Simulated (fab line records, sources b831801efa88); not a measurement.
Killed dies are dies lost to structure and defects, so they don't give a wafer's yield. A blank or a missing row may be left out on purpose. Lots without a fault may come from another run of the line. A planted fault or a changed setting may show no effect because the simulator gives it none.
A struck lot beside a sound one | flow sfq_line | 26 steps out of a route of 325
Sound: wafers L488.1, L488.2, L488.6. Struck: wafers L497.2, L497.5, L497.6. The cause comes at the end.
At each step with rows: each side's tool, then ch and its chambers, then its first start. Under that, the readings that differ: sound wafers | struck wafers | difference of the means | sigmas: that difference in standard deviations of wafers without a fault.
alike: readings whose means differ by less than 2 such deviations, and words and numbers that are the same on both sides. not compared: withheld readings, readings that some wafer has no value for, bounds like >300 that may hide the same value, and numbers for which the record gives no deviation and whose values overlap.
The two part at a step that has a row with sigmas, a row that says differs or no value, or rows on one side only. Numbers that don't overlap but have no deviation are shown without sigmas and don't part them. A reading that every wafer of one side lacks parts them only if that side has two wafers or more.

SFQ_L0_RS_MEAS_901: measures by four-point-probe.
  sound on film_metro-02, day 1 17:34; struck on film_metro-02, day 3 14:35
  alike: L0_MONX_KI_RS
SFQ_L0_THK_MEAS_902: measures by xrf.
  sound on film_metro-02, day 1 17:41; struck on film_metro-02, day 3 14:41
  alike: L0_MONX_KI_THK
then, 7 steps without rows for these wafers: SFQ_TRILAYER_L0_LITHO_COAT_010 (resist thk 62 nm); SFQ_TRILAYER_L0_LITHO_COAT_005 (resist thk 600 nm); SFQ_TRILAYER_L0_LITHO_SOFTBAKE_009; SFQ_TRILAYER_L0_LITHO_EXPOSE_006 (exposes mask L0, target cd 2000 nm); SFQ_TRILAYER_L0_LITHO_PEB_008 (peb time 60 s); SFQ_TRILAYER_L0_LITHO_DEVELOP_007 (time 60 s); SFQ_TRILAYER_L0_BARC_OPEN_METAL_ETCH_010 (etches BARC in O2, target depth 125 nm, time 41.7 s).
-- the record jumps here: 3 days lie between the struck wafers' starts before and after --
SFQ_TRILAYER_L0_ETCH_METAL_ETCH_008: etches MoNx KI in SF6/O2, stops on SiO2, target depth 50 nm, time 25 s.
  sound on rie_metal-02 ch 0,1, day 2 12:50; struck on rie_metal-01 ch 0,1, day 6 17:34
  alike: drypump_motor_current_A, oes_product_au
  not compared: rf_hours_counter_h
SFQ_TRILAYER_L0_STRIP_STRIP_009: strips in O2.
  sound on rie_metal-02 ch 0,1, day 2 12:53; struck on rie_metal-01 ch 0,1, day 6 17:36
  reading               | sound             | struck            | difference | sigmas
  oes_product_au (a.u.) | 1.014 1.010 1.016 | 0.988 0.988 1.005 | -0.020     | -2
  alike: drypump_motor_current_A
  not compared: rf_hours_counter_h
then, 1 step without rows for these wafers: SFQ_TRILAYER_L0_STRIP_SOLV_CLEAN_010 (cleans in NMP, time 600 s).
SFQ_TRILAYER_L0_CAP_PECVD_011: deposits SiO2 from SiH4/N2O, time 13.333 s, target thk 60 nm.
  sound on pecvd-04 ch 0,1, day 2 13:41; struck on pecvd-01 ch 1,2, day 6 18:23
  alike: heater_power_w, throttle_valve_pct
  not compared: model.SiO2_of_TRILAYER_L0_CAP_PECVD_011.thk_nm
then, 6 steps without rows for these wafers: SFQ_TRILAYER_L0_VIA_LITHO_COAT_018 (resist thk 62 nm); SFQ_TRILAYER_L0_VIA_LITHO_COAT_013 (resist thk 650 nm); SFQ_TRILAYER_L0_VIA_LITHO_SOFTBAKE_017; SFQ_TRILAYER_L0_VIA_LITHO_EXPOSE_014 (exposes mask L0V, target cd 700 nm); SFQ_TRILAYER_L0_VIA_LITHO_PEB_016 (peb time 60 s); SFQ_TRILAYER_L0_VIA_LITHO_DEVELOP_015 (time 60 s).
-- the record jumps here: 4 days lie between the struck wafers' starts before and after --
SFQ_L0V_OVL_MEAS_903:
  sound on overlay-02, day 4 23:10; struck on overlay-01, day 10 18:05
  alike: L0V_OVL
SFQ_TRILAYER_L0_VIA_BARC_OPEN_VIA_ETCH_021: etches BARC in O2, target depth 125 nm, time 41.7 s.
  sound on rie_diel-01 ch 1,2,3, day 4 23:11; struck on rie_diel-04 ch 0,2,3, day 10 18:07
  alike: drypump_motor_current_A, oes_product_au
  not compared: rf_hours_counter_h
SFQ_TRILAYER_L0_VIA_ETCH_VIA_ETCH_016: etches SiO2 in CHF3, stops on MoNx KI, target depth 80 nm.
  sound on rie_diel-01 ch 1,2,3, day 4 23:14; struck on rie_diel-04 ch 0,2,3, day 10 18:09
  alike: drypump_motor_current_A, oes_product_au
  not compared: model.L0V.feature_depth_nm, model.etch.depth_nm
SFQ_TRILAYER_L0_VIA_STRIP_STRIP_017: strips in O2.
  sound on rie_metal-04 ch 0,1, day 4 23:17; struck on rie_metal-01 ch 0,1, day 10 18:12
  alike: drypump_motor_current_A, oes_product_au
  not compared: rf_hours_counter_h
then, 1 step without rows for these wafers: SFQ_TRILAYER_L0_VIA_STRIP_SOLV_CLEAN_018 (cleans in NMP, time 600 s).
SFQ_TRILAYER_M0_DEP_PRE_CLEAN_020: time 15 s.
  sound on pvd_sputter-03, day 5 00:03; struck on pvd_sputter-06, day 10 18:58
  not compared: model.SiO2_of_TRILAYER_L0_CAP_PECVD_011.thk_nm
SFQ_TRILAYER_M0_DEP_SPUTTER_019: material Nb, target thk 200 nm, time 133.3 s.
  sound on pvd_sputter-03, day 5 00:05; struck on pvd_sputter-06, day 10 19:00
  alike: throttle_valve_pct

WHERE THEY PART
Only at SFQ_TRILAYER_L0_STRIP_STRIP_009, within this record. Later steps at which nothing parts them and some readings are alike: SFQ_TRILAYER_L0_CAP_PECVD_011, SFQ_L0V_OVL_MEAS_903, SFQ_TRILAYER_L0_VIA_BARC_OPEN_VIA_ETCH_021, SFQ_TRILAYER_L0_VIA_ETCH_VIA_ETCH_016, SFQ_TRILAYER_L0_VIA_STRIP_STRIP_017, SFQ_TRILAYER_M0_DEP_SPUTTER_019.

WHY: what the simulator had put in
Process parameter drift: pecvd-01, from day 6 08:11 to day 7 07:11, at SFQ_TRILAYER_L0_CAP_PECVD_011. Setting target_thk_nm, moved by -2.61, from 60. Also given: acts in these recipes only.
